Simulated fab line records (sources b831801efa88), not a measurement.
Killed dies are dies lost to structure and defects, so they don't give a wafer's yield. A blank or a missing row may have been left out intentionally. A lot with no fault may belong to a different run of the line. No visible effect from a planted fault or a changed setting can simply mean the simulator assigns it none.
Split-lot experiment || flow gf180mcu || 23 wafers read from 5 lots, route of 602 steps

== ON THE SPLIT ==
At GF_HV_LDD_IMPLANT_21, the setting doseCm2 was moved away from the recipe's 5e+13 on 8 of the 23 wafers read, by -13.2% to +13.9%. For the rest of the wafers, this setting stayed at what the recipe calls for.

== SPLIT TO READING: what lies between them in the file, 1 step ==
- GF_HV_LDD_STRIP_22: strips in O2/N2

== THE READING ==
HV_LDD_2_TW, at GF_HV_LDD_TW_MEAS_23. Fault-free wafers of this fab line usually give 1053, standard deviation 10.

{"wafer": "L075.1", "tool, chamber at the split": "implanter-04, 0", "doseCm2 as run": 4.34e+13, "against the recipe": "-13.2%", "HV_LDD_2_TW": 1014, "against lot-mates on the recipe": -46}
{"wafer": "L075.2", "tool, chamber at the split": "implanter-04, 0", "doseCm2 as run": 5e+13, "against the recipe": "recipe", "HV_LDD_2_TW": 1064, "against lot-mates on the recipe": "-"}
{"wafer": "L075.3", "tool, chamber at the split": "implanter-04, 0", "doseCm2 as run": 5e+13, "against the recipe": "recipe", "HV_LDD_2_TW": 1058, "against lot-mates on the recipe": "-"}
{"wafer": "L075.5", "tool, chamber at the split": "implanter-04, 0", "doseCm2 as run": 4.34e+13, "against the recipe": "-13.2%", "HV_LDD_2_TW": 1008, "against lot-mates on the recipe": -52}
{"wafer": "L075.6", "tool, chamber at the split": "implanter-04, 0", "doseCm2 as run": 5e+13, "against the recipe": "recipe", "HV_LDD_2_TW": 1057, "against lot-mates on the recipe": "-"}
{"wafer": "L077.1", "tool, chamber at the split": "implanter-02, 0", "doseCm2 as run": 5e+13, "against the recipe": "recipe", "HV_LDD_2_TW": 1063, "against lot-mates on the recipe": "-"}
{"wafer": "L077.2", "tool, chamber at the split": "implanter-02, 0", "doseCm2 as run": 5e+13, "against the recipe": "recipe", "HV_LDD_2_TW": 1059, "against lot-mates on the recipe": "-"}
{"wafer": "L077.4", "tool, chamber at the split": "implanter-02, 0", "doseCm2 as run": 5e+13, "against the recipe": "recipe", "HV_LDD_2_TW": 1063, "against lot-mates on the recipe": "-"}
{"wafer": "L077.5", "tool, chamber at the split": "implanter-02, 0", "doseCm2 as run": 4.772e+13, "against the recipe": "-4.6%", "HV_LDD_2_TW": 1052, "against lot-mates on the recipe": -10}
{"wafer": "L077.6", "tool, chamber at the split": "implanter-02, 0", "doseCm2 as run": 4.772e+13, "against the recipe": "-4.6%", "HV_LDD_2_TW": 1047, "against lot-mates on the recipe": -15}
{"wafer": "L076.1", "tool, chamber at the split": "implanter-04, 0", "doseCm2 as run": 5.695e+13, "against the recipe": "+13.9%", "HV_LDD_2_TW": 1102, "against lot-mates on the recipe": "+44"}
{"wafer": "L076.2", "tool, chamber at the split": "implanter-04, 0", "doseCm2 as run": 5e+13, "against the recipe": "recipe", "HV_LDD_2_TW": 1059, "against lot-mates on the recipe": "-"}
{"wafer": "L076.3", "tool, chamber at the split": "implanter-04, 0", "doseCm2 as run": 5.695e+13, "against the recipe": "+13.9%", "HV_LDD_2_TW": 1095, "against lot-mates on the recipe": "+37"}
{"wafer": "L076.4", "tool, chamber at the split": "implanter-04, 0", "doseCm2 as run": 5e+13, "against the recipe": "recipe", "HV_LDD_2_TW": 1057, "against lot-mates on the recipe": "-"}
{"wafer": "L076.5", "tool, chamber at the split": "implanter-04, 0", "doseCm2 as run": 5e+13, "against the recipe": "recipe", "HV_LDD_2_TW": 1059, "against lot-mates on the recipe": "-"}
{"wafer": "L082.1", "tool, chamber at the split": "implanter-02, 0", "doseCm2 as run": 5e+13, "against the recipe": "recipe", "HV_LDD_2_TW": 1035, "against lot-mates on the recipe": "-"}
{"wafer": "L082.2", "tool, chamber at the split": "implanter-02, 0", "doseCm2 as run": 5e+13, "against the recipe": "recipe", "HV_LDD_2_TW": 1035, "against lot-mates on the recipe": "-"}
{"wafer": "L082.5", "tool, chamber at the split": "implanter-02, 0", "doseCm2 as run": 5e+13, "against the recipe": "recipe", "HV_LDD_2_TW": 1034, "against lot-mates on the recipe": "-"}
{"wafer": "L084.1", "tool, chamber at the split": "implanter-02, 0", "doseCm2 as run": 5e+13, "against the recipe": "recipe", "HV_LDD_2_TW": 1056, "against lot-mates on the recipe": "-"}
{"wafer": "L084.2", "tool, chamber at the split": "implanter-02, 0", "doseCm2 as run": 5e+13, "against the recipe": "recipe", "HV_LDD_2_TW": 1063, "against lot-mates on the recipe": "-"}
{"wafer": "L084.3", "tool, chamber at the split": "implanter-02, 0", "doseCm2 as run": 5e+13, "against the recipe": "recipe", "HV_LDD_2_TW": 1066, "against lot-mates on the recipe": "-"}
{"wafer": "L084.5", "tool, chamber at the split": "implanter-02, 0", "doseCm2 as run": 5.44e+13, "against the recipe": "+8.8%", "HV_LDD_2_TW": 1086, "against lot-mates on the recipe": "+24"}
{"wafer": "L084.6", "tool, chamber at the split": "implanter-02, 0", "doseCm2 as run": 5.44e+13, "against the recipe": "+8.8%", "HV_LDD_2_TW": 1085, "against lot-mates on the recipe": "+23"}

THE FIT
A straight line over all 23 wafers: HV_LDD_2_TW changes by +3.17 for each +1% of doseCm2; r = +0.91; the points scatter about the line by 9.6.
The same after taking each lot's own level away (the mean of its wafers on the recipe; 23 wafers): +3.16 for each +1%; r = +0.98; scatter 3.7.
On that fit, the largest move of doseCm2 shifts the reading by 44.
Measured against the standard deviation above, the lots' own levels, which go from 1034.7 to 1061.7, span 2.7 times it.
The two slopes are in agreement: the lot-to-lot level therefore moves the slope only a little.
Check: +42.6 against its lot-mates is what the line predicts for one of the wafers moved furthest among these (+13.9%) when that wafer is left out of the fit. Against them it came out at +43.7.

== THESE WAFERS: OTHER SPLITS ==
Before the reading, these wafers also passed through other splits. Each is held against what the fit with the lots' levels taken away leaves over:
{"other split on the same wafers": "GF_DNWELL_STRIP_08 platenTempC", "wafers away from the commonest value": 11, "r with HV_LDD_2_TW (lot level and that fit taken away)": "+0.04"}
{"other split on the same wafers": "GF_NWELL_IMPLANT_08 energyKev", "wafers away from the commonest value": 5, "r with HV_LDD_2_TW (lot level and that fit taken away)": "+0.15"}
{"other split on the same wafers": "GF_MVPSD_IMPLANT_08 doseCm2", "wafers away from the commonest value": 10, "r with HV_LDD_2_TW (lot level and that fit taken away)": -0.31}
{"other split on the same wafers": "GF_VT_IMPLANT_STRIP_20 powerW", "wafers away from the commonest value": 10, "r with HV_LDD_2_TW (lot level and that fit taken away)": -0.20}
{"other split on the same wafers": "GF_VT_IMPLANT_IMPLANT_30 energyKev", "wafers away from the commonest value": 11, "r with HV_LDD_2_TW (lot level and that fit taken away)": "+0.06"}
{"other split on the same wafers": "GF_VT_IMPLANT_IMPLANT_41 doseCm2", "wafers away from the commonest value": 5, "r with HV_LDD_2_TW (lot level and that fit taken away)": "+0.18"}
{"other split on the same wafers": "GF_HV_LDD_SOFTBAKE_15 tempC", "wafers away from the commonest value": 10, "r with HV_LDD_2_TW (lot level and that fit taken away)": -0.18}

== FILE'S OWN FIT ==
HV_LDD_2_TW changes by +3.16 for each +1% of doseCm2, r = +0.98.
